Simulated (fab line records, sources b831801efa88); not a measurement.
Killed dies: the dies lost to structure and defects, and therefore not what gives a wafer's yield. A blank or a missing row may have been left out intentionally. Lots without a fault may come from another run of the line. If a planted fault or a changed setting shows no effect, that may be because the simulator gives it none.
A struck lot beside a sound one + flow sky130 + 44 steps out of a route of 708
Sound: wafers L268.2, L268.4, L268.5. The struck wafers were L257.1, L257.4, L257.5. At the end, the cause is stated.
For every step that has rows: the tool of each side, followed by ch and its chambers, followed by its first start. Under that, the readings that differ: sound wafers + struck wafers + difference of the means + sigmas: that difference in standard deviations of wafers without a fault.
alike: readings with means less than 2 such deviations apart, plus words and numbers identical on both sides. not compared: withheld readings, readings lacking a value on some wafer, bounds such as >300 that could conceal the same value, and numbers that have no deviation in the record and whose values overlap.
The two part at a step that has a row with sigmas, a row that says differs or no value, or rows on one side only. Numbers that don't overlap but have no deviation are shown without sigmas and don't part them. Lack of a reading on every wafer of one side parts them only where that side has two or more wafers.

first, 8 steps without rows for these wafers: SKY_DNWELL_DEHYDRATE_00 (time 60 s); SKY_DNWELL_HMDS_01 (prime time 60 s); SKY_DNWELL_COAT_02 (resist thk 3000 nm); SKY_DNWELL_SOFTBAKE_03; SKY_DNWELL_EXPOSE_04 (exposes mask DNM, target cd 3000 nm); SKY_DNWELL_PEB_05; SKY_DNWELL_DEVELOP_06 (develop time 60 s); SKY_DNWELL_IMPLANT_07.
SKY_DNWELL_STRIP_08: strips in O2/N2.
  sound on plasmaAsher-02 ch 0,1, day 7 01:14; struck on plasmaAsher-01 ch 1, day 4 10:41
  alike: drypumpMotorCurrentA, oesProductAu, stripTimeToEndpointS
  not compared: rfHoursCounterH
SKY_DNWELL_TW_MEAS_09:
  sound on filmMetro-03 at day 7 01:20; struck on filmMetro-01 at day 4 10:47
| reading   | sound          | struck         | difference | sigmas |
|-----------|----------------|----------------|------------|--------|
| DNWELL_TW | 1129 1136 1135 | 1110 1111 1109 | -23        | -2     |
then, 2 steps without rows for these wafers: SKY_PWDE_DEHYDRATE_00 (time 60 s); SKY_PWDE_HMDS_01 (prime time 60 s).
SKY_PWDE_COAT_02: resist thk 3000 nm.
  sound on lithoTrack-03 ch 0, day 7 09:43; struck on lithoTrack-01, day 4 19:25
  no value came back on the struck wafers for chillPlateTempC (C), dispensePressureKPa (kPa); on the sound wafers chillPlateTempC (C) reads 23.12 23.08 23.00
then, 4 steps without rows for these wafers: SKY_PWDE_SOFTBAKE_03; SKY_PWDE_EXPOSE_04 (exposes mask PWDEM, target cd 840 nm); SKY_PWDE_PEB_05; SKY_PWDE_DEVELOP_06 (develop time 60 s).
SKY_PWDE_OVL_MEAS_07:
  sound on overlay-01 at day 7 20:02; struck on overlay-01 at day 5 03:35
| reading       | sound          | struck | difference                    | sigmas |
|---------------|----------------|--------|-------------------------------|--------|
| PWDE_OVL (nm) | -0.2 -1.2 -1.0 | - - -  | no value on the struck wafers |        |
next, for these wafers, 1 step has no rows: SKY_PWDE_IMPLANT_08.
SKY_PWDE_STRIP_09: strips in O2/N2.
  sound on plasmaAsher-02 ch 0,1, day 7 20:13; struck on plasmaAsher-03 ch 0,1, day 5 03:46
  no value came back on the struck wafers for oesProductAu (a.u.), stripTimeToEndpointS (s); on the sound wafers oesProductAu (a.u.) reads 0.723 0.727 0.720
  alike: drypumpMotorCurrentA
  not compared: rfHoursCounterH
SKY_PWDE_TW_MEAS_10:
  sound on filmMetro-04 at day 7 20:20; struck on filmMetro-04 at day 5 03:52
  alike: PWDE_TW
then, 7 steps without rows for these wafers: SKY_NWELL_DEHYDRATE_03 (time 60 s); SKY_NWELL_HMDS_04 (prime time 60 s); SKY_NWELL_COAT_05 (resist thk 3000 nm); SKY_NWELL_SOFTBAKE_06; SKY_NWELL_EXPOSE_07 (exposes mask NWM, target cd 840 nm); SKY_NWELL_PEB_08; SKY_NWELL_DEVELOP_09 (develop time 60 s).
SKY_NWELL_OVL_MEAS_10:
  sound on overlay-02 at day 8 16:29; struck on overlay-02 at day 5 20:58
  alike: NWELL_00_OVL
then, 3 steps without rows for these wafers: SKY_NWELL_IMPLANT_11; SKY_NWELL_IMPLANT_12; SKY_NWELL_IMPLANT_13.
SKY_NWELL_STRIP_14: strips in O2/N2.
  sound on plasmaAsher-02 ch 0, day 8 16:58; struck on plasmaAsher-03 ch 0,1, day 5 21:27
  alike: drypumpMotorCurrentA, oesProductAu, stripTimeToEndpointS
  not compared: rfHoursCounterH
SKY_NWELL_TW_MEAS_15:
  sound on filmMetro-04 at day 8 17:07; struck on filmMetro-04 at day 5 21:33
  alike: NWELL_TW
then, 7 steps without rows for these wafers: SKY_NWELL_DEHYDRATE_16 (time 60 s); SKY_NWELL_HMDS_17 (prime time 60 s); SKY_NWELL_COAT_18 (resist thk 3000 nm); SKY_NWELL_SOFTBAKE_19; SKY_NWELL_EXPOSE_20 (exposes mask NWM COMPLEMENT, target cd 840 nm); SKY_NWELL_PEB_21; SKY_NWELL_DEVELOP_22 (develop time 60 s).
SKY_NWELL_OVL_MEAS_23:
  sound on overlay-02 at day 9 13:40; struck on overlay-01 at day 6 15:43
  alike: NWELL_01_OVL
SKY_NWELL_TW_MEAS_26:
  sound on filmMetro-04 at day 9 13:58; struck on filmMetro-01 at day 6 16:00
| reading    | sound             | struck            | difference | sigmas |
|------------|-------------------|-------------------|------------|--------|
| NWELL_2_TW | 505.6 504.9 503.3 | 552.5 554.5 554.0 | +49.1      | +16    |
-- the record jumps here: 40 days lie between the struck wafers' starts before and after (it left off in module NWELL and takes up again in module PAD_OPEN, whose first step shown is number 708 of the route) --
SKY_PAD_OPEN_PROBE_99:
  sound on prober-02 at day 49 12:44; struck on prober-01 at day 47 03:47
| reading          | sound    | struck      | difference | sigmas      |
|------------------|----------|-------------|------------|-------------|
| killedAtFrontEnd | 5 11 11  | 434 423 424 | +418       | +99 or more |
| killedDies       | 67 72 98 | 492 492 492 | +413       | +44         |
| killedOnRim      | 14 11 18 | 96 96 96    | +82        | +22         |
  alike: killed_at_M0_to_M3, killed_at_M4_up, killedAtContacts, killedAtOther, killedOpen, killedShort

WHERE THEY PART
Earliest at SKY_DNWELL_TW_MEAS_09; latest, in this record, at SKY_PAD_OPEN_PROBE_99.

WHY: whatever the simulator had introduced
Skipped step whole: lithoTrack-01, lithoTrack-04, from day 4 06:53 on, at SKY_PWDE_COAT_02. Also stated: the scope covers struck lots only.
